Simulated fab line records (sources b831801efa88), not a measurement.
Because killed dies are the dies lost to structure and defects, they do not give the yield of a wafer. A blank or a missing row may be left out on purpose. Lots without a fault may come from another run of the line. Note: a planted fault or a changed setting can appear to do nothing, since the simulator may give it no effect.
Comparing a struck lot with a sound one | flow sfq_line | 28 out of 325 route steps
Sound: the wafers L354.1, L354.4, L354.5. Struck: wafer L364.6; the same lot's L364.2 was not struck, so it is left out; see the end for the cause.
Each step with rows lists, per side, the tool, then ch with its chambers, then its first start. Under that, the readings that differ: sound wafers | struck wafers | difference of the means | sigmas: that difference in standard deviations of wafers without a fault.
alike: readings with means less than 2 such deviations apart, plus words and numbers identical on both sides. not compared: withheld readings, readings lacking a value on some wafer, bounds such as >300 that could conceal the same value, and numbers that have no deviation in the record and whose values overlap.
The two part at a step that has a row with sigmas, a row that says differs or no value, or rows on one side only. Numbers that have no deviation but don't overlap get no sigmas and don't part them. A reading that every wafer of one side lacks parts them only if that side has two wafers or more.

first, 6 steps without rows for these wafers: SFQ_TRILAYER_M1_LITHO_COAT_044 (resist thk 62 nm); SFQ_TRILAYER_M1_LITHO_COAT_039 (resist thk 600 nm); SFQ_TRILAYER_M1_LITHO_SOFTBAKE_043; SFQ_TRILAYER_M1_LITHO_EXPOSE_040 (exposes mask M1, target cd 500 nm); SFQ_TRILAYER_M1_LITHO_PEB_042 (peb time 60 s); SFQ_TRILAYER_M1_LITHO_DEVELOP_041 (time 60 s).
SFQ_M1_OVL_MEAS_911:
  sound on overlay-01, day 14 22:26; struck on overlay-01, day 18 10:20
  alike: M1_OVL
SFQ_TRILAYER_M1_BARC_OPEN_METAL_ETCH_054: etches BARC in O2, target depth 125 nm, time 41.7 s.
  sound on rie_metal-01 ch 0,1, day 14 22:28; struck on rie_metal-02 ch 0, day 18 10:23
  alike: bias_w, drypump_motor_current_A, oes_product_au
  not compared: rf_hours_counter_h
SFQ_TRILAYER_M1_ETCH_METAL_ETCH_042: etches Nb in Cl2/Ar, stops on SiO2, target depth 240 nm, time 120 s.
  sound on rie_metal-01 ch 0,1, day 14 22:32; struck on rie_metal-02 ch 0, day 18 10:32
  alike: bias_w, drypump_motor_current_A, oes_product_au
  not compared: rf_hours_counter_h
then, 3 steps without rows for these wafers: SFQ_TRILAYER_M1_STRIP_STRIP_043 (strips in O2); SFQ_TRILAYER_M1_STRIP_SOLV_CLEAN_044 (cleans in NMP, time 600 s); SFQ_TRILAYER_I1_DEP_PECVD_045 (deposits SiO2 from SiH4/N2O, time 111.11 s, target thk 500 nm).
SFQ_TRILAYER_I1_CMP_CMP_046: polishes SiO2.
  sound on cmp-01 ch 1,2,3, day 14 23:41; struck on cmp-02 ch 3, day 18 15:21
  reading                                             | sound             | struck | difference | sigmas
  model.SiO2_of_TRILAYER_I1_DEP_PECVD_045.thk_nm (nm) | 199.3 199.4 197.7 | 183.4  | -15.4      |
  alike: motor_current_A, slurry_flow_ml_min, time_to_endpoint_s
SFQ_I1_BOW_MEAS_912:
  sound on film_metro-02, day 15 02:41; struck on film_metro-01, day 18 15:52
  alike: I1_BOW
SFQ_TRILAYER_I1_METRO_MEASURE_047:
  sound on film_metro-02, day 15 02:49; struck on film_metro-01, day 18 16:10
  reading     | sound             | struck | difference | sigmas
  thk_nm (nm) | 199.3 199.4 197.6 | 183.3  | -15.5      | -13
then, 6 steps without rows for these wafers: SFQ_TRILAYER_I1_VIA_LITHO_COAT_054 (resist thk 62 nm); SFQ_TRILAYER_I1_VIA_LITHO_COAT_049 (resist thk 650 nm); SFQ_TRILAYER_I1_VIA_LITHO_SOFTBAKE_053; SFQ_TRILAYER_I1_VIA_LITHO_EXPOSE_050 (exposes mask I1, target cd 500 nm); SFQ_TRILAYER_I1_VIA_LITHO_PEB_052 (peb time 60 s); SFQ_TRILAYER_I1_VIA_LITHO_DEVELOP_051 (time 60 s).
-- the record jumps here: 6 days lie between the struck wafers' starts before and after --
SFQ_I1_OVL_MEAS_913:
  sound on overlay-02, day 19 18:17; struck on overlay-01, day 24 07:13
  alike: I1_OVL
SFQ_TRILAYER_I1_VIA_BARC_OPEN_VIA_ETCH_071: etches BARC in O2, target depth 125 nm, time 41.7 s.
  sound on rie_diel-02 ch 0,1,3, day 19 18:19; struck on rie_diel-04 ch 0, day 24 07:14
  alike: bias_w, drypump_motor_current_A, oes_product_au
  not compared: rf_hours_counter_h
SFQ_TRILAYER_I1_VIA_ETCH_VIA_ETCH_052: etches SiO2 in CHF3, stops on Nb, target depth 260 nm.
  sound on rie_diel-02 ch 0,1,3, day 19 18:22; struck on rie_diel-04 ch 0, day 24 07:17
  reading                        | sound             | struck | difference | sigmas
  oes_product_au (a.u.)          | 0.854 0.849 0.850 | 0.824  | -0.027     | -5
  model.etch.depth_nm (nm)       | 199.3 199.4 197.7 | 183.4  | -15.4      |
  model.I1.feature_depth_nm (nm) | 199.3 199.4 197.7 | 183.4  | -15.4      |
  alike: bias_w, drypump_motor_current_A
SFQ_TRILAYER_I1_VIA_STRIP_STRIP_053: strips in O2.
  sound on rie_metal-01 ch 0,1, day 19 18:29; struck on rie_metal-03 ch 0, day 24 07:23
  reading                     | sound          | struck | difference | sigmas
  drypump_motor_current_A (A) | 5.45 5.44 5.52 | 5.91   | +0.44      | +2
  alike: oes_product_au
  not compared: rf_hours_counter_h
then, 1 step without rows for these wafers: SFQ_TRILAYER_I1_VIA_STRIP_SOLV_CLEAN_054 (cleans in NMP, time 600 s).
SFQ_TRILAYER_M2_DEP_PRE_CLEAN_056: time 22.5 s.
  sound on pvd_sputter-05, day 19 19:15; struck on pvd_sputter-06, day 24 08:10
  reading                                             | sound             | struck | difference | sigmas
  model.SiO2_of_TRILAYER_I1_DEP_PECVD_045.thk_nm (nm) | 191.8 191.9 190.2 | 175.9  | -15.4      |
SFQ_TRILAYER_M2_DEP_SPUTTER_055: material Nb, target thk 200 nm, time 133.3 s.
  sound on pvd_sputter-05, day 19 19:17; struck on pvd_sputter-06, day 24 08:12
  alike: throttle_valve_pct

== WHERE THEY PART ==
Earliest at SFQ_TRILAYER_I1_METRO_MEASURE_047; latest, in this record, at SFQ_TRILAYER_I1_VIA_STRIP_STRIP_053. Later steps at which nothing parts them and some readings are alike: SFQ_TRILAYER_M2_DEP_SPUTTER_055.

WHY: the cause the simulator had injected
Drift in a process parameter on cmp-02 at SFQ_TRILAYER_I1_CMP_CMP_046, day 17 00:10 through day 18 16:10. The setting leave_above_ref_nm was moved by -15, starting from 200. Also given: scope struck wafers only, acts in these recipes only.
